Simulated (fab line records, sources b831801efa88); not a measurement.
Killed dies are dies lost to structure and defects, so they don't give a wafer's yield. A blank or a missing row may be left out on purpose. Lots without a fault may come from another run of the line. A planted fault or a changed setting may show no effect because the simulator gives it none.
Chamber matching | flow gf180mcu | GF_SAB_ETCH_11 on rie_diel-02: 4 sister chambers
The step etches SiO2 in C4F8/O2/Ar, target depth 55 nm, time 8.5 s. 4 wafers are shown with their chamber, then 7 later ones without.

WAFERS WITH THEIR CHAMBER
wafer  | chamber | oes_product_au (a.u.)
L088.1 | 2       | 1.003
L088.2 | 0       | 0.989
L090.2 | 3       | 0.983
L090.5 | 1       | 0.989

WAFERS WITHOUT THEIR CHAMBER
wafer  | oes_product_au (a.u.)
L090.6 | 0.993
L094.2 | 0.991
L094.4 | 0.990
L094.6 | 0.996
L096.4 | 0.983
L096.5 | 0.997
L096.6 | 1.005

WHICH CHAMBER EACH WENT THROUGH
wafer  | from the rows above               | in truth
L090.6 | can't be placed: 0 or 1 or 2 or 3 | 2
L094.2 | can't be placed: 0 or 1 or 3      | 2
L094.4 | can't be placed: 0 or 1 or 3      | 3
L094.6 | can't be placed: 2 or 0 or 1 or 3 | 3
L096.4 | can't be placed: 3 or 0 or 1      | 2
L096.5 | can't be placed: 2 or 0 or 1      | 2
L096.6 | 2                                 | 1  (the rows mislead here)
Placed correctly: 0 of 7. Can't be placed from these rows: 6 (the true chamber is among the candidates in 4). Placed wrongly: 1.
How it was worked out, from the rows above alone: a wafer's distance from a chamber is the root of the sum, over the readings, of the square of ((its reading less the chamber's mean) divided by the reading's scatter). The wafer belongs to the nearest chamber; if the next one is less than 2 further off, it can't be placed. A chamber's mean is the mean of its shown wafers. The scatter: with one shown wafer a chamber, the root of the mean of the squares of how far each hidden wafer lies from its nearest shown one.
